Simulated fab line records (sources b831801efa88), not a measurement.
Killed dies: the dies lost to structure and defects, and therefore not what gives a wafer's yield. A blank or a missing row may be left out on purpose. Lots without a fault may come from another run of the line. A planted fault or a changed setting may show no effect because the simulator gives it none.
Comparing a struck lot with a sound one | flow sky130 | 16 steps out of a route of 708
Sound: the wafers L653.1, L653.5, L653.6. Struck: wafers L671.1, L671.6 (left out: L671.5, a lot-mate that was not struck); the cause follows at the end.
For every step that has rows: the tool of each side, followed by ch and its chambers, followed by its first start. Under that, the readings that differ: sound wafers | struck wafers | difference of the means | sigmas: that difference in standard deviations of wafers without a fault.
alike: words and numbers the same on both sides, and readings whose means are apart by under 2 such deviations; not compared: readings that were withheld, readings missing a value for some wafer, numbers with overlapping values and no deviation given by the record, and bounds like >300 which may hide the same value.
Wherever a step has rows on one side only, a row that says differs or no value, or a row with sigmas, the two part there. Numbers that don't overlap but have no deviation are shown without sigmas and don't part them. A reading missing from all wafers of one side parts the sides only when that side holds two or more wafers.

first, 8 steps without rows for these wafers: SKY_METAL2_DEHYDRATE_07 (time 60 s); SKY_METAL2_HMDS_08 (prime time 60 s); SKY_METAL2_COAT_09 (resist thk 60 nm); SKY_METAL2_COAT_10 (resist thk 450 nm); SKY_METAL2_SOFTBAKE_11 (time 90 s); SKY_METAL2_EXPOSE_12 (exposes mask MM2, target cd 140 nm); SKY_METAL2_PEB_13; SKY_METAL2_DEVELOP_14 (develop time 60 s).
SKY_METAL2_CD_MEAS_15 targets a cd of 140 nm.
  sound: cd_sem-02 at day 35 09:43; struck: cd_sem-01 at day 41 01:50
  alike: cd_nm
SKY_METAL2_OVL_MEAS_16:
  sound: overlay-01 at day 35 09:50; struck: overlay-02 at day 41 01:58
  alike: METAL2_OVL
SKY_METAL2_DESCUM_17: chemistry O2, time 8 s.
  sound on rie_metal-03 ch 0,1, day 35 09:53; struck on rie_metal-04 ch 1, day 41 02:00
  alike: drypump_motor_current_A, oes_product_au
  not compared: rf_hours_counter_h
SKY_METAL2_ETCH_18: etches BARC in N2/H2, stops on SiO2, time 45.9 s, target depth 60 nm.
  sound on rie_metal-03 ch 0,1, day 35 09:55; struck on rie_metal-04 ch 1, day 41 02:02
  alike: drypump_motor_current_A, oes_product_au, throttle_valve_pct
  not compared: rf_hours_counter_h
SKY_METAL2_METAL_ETCH_19: etches the open film in Cl2/BCl3, stops on SiO2, target depth 360 nm, time 78 s.
  sound on rie_metal-03 ch 0,1, day 35 09:58; struck on rie_metal-04 ch 1, day 41 02:06
  reading                                       | sound             | struck          | difference | sigmas
  oes_product_au (a.u.)                         | 0.862 0.863 0.873 | 0.752 0.758     | -0.111     | -9
  over_etch_frac                                | 0.3 0.3 0.3       | 0.63525 0.63525 | +0.33525   |
  model.KrF-thick_of_METAL2_COAT_10.thk_nm (nm) | 158.9 158.2 168.6 | 98.91 95.35     | -64.77     |
  model.METAL2.cd_nm (nm)                       | 139.6 140.8 141   | 133.8 133.4     | -6.9       |
  model.SiO2_of_VIA1_HDPCVD_00.thk_nm (nm)      | 331.9 331 331.8   | 328.1 328.7     | -3.2       |
  alike: drypump_motor_current_A, mfc_cl2_sccm, throttle_valve_pct
  not compared: rf_hours_counter_h
SKY_METAL2_STRIP_20: strips in O2/N2.
  sound on plasma_asher-04 ch 0,1, day 35 10:04; struck on plasma_asher-04 ch 1, day 41 02:11
  reading                      | sound             | struck      | difference | sigmas
  oes_product_au (a.u.)        | 0.349 0.343 0.347 | 0.311 0.312 | -0.035     | -8
  strip_time_to_endpoint_s (s) | 2.71 2.70 2.80    | 2.04 1.99   | -0.72      | -21
  alike: drypump_motor_current_A
  not compared: rf_hours_counter_h
then, 1 step without rows for these wafers: SKY_METAL2_STRIP_21 (strips in post etch residue remover, time 1200 s).
-- the record jumps here: 9 days lie between the struck wafers' starts before and after (it left off in module METAL2 and takes up again in module PAD_OPEN, whose first step shown is number 708 of the route) --
SKY_PAD_OPEN_PROBE_99:
  sound: prober-02 at day 45 21:46; struck: prober-02 at day 50 08:01
  reading                        | sound           | struck      | difference | sigmas
  model.etest.met2.width_nm (nm) | 136 137.7 139.3 | 132.9 135.9 | -3.3       |
  alike: defect_limited_yield, killed_at_M0_to_M3, killed_at_M4_up, killed_at_contacts, killed_at_front_end, killed_at_other, killed_dies, killed_open, killed_short, sort_bin_3_pad_short, sort_bin_5_function, sort_bin_6_memory, sort_n_pass, sort_yield_pct
  not compared: model.etest.met2.line_ohm_um

WHERE THEY PART
At SKY_METAL2_METAL_ETCH_19 first; at SKY_METAL2_STRIP_20 last (within this record only). Later steps at which nothing parts them and some readings are alike: SKY_PAD_OPEN_PROBE_99.

WHY: what had been put in by the simulator
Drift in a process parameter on rie_metal-04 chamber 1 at SKY_METAL2_METAL_ETCH_19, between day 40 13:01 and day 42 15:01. Setting over_etch_frac, moved by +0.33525, from 0.3. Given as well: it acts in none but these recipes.
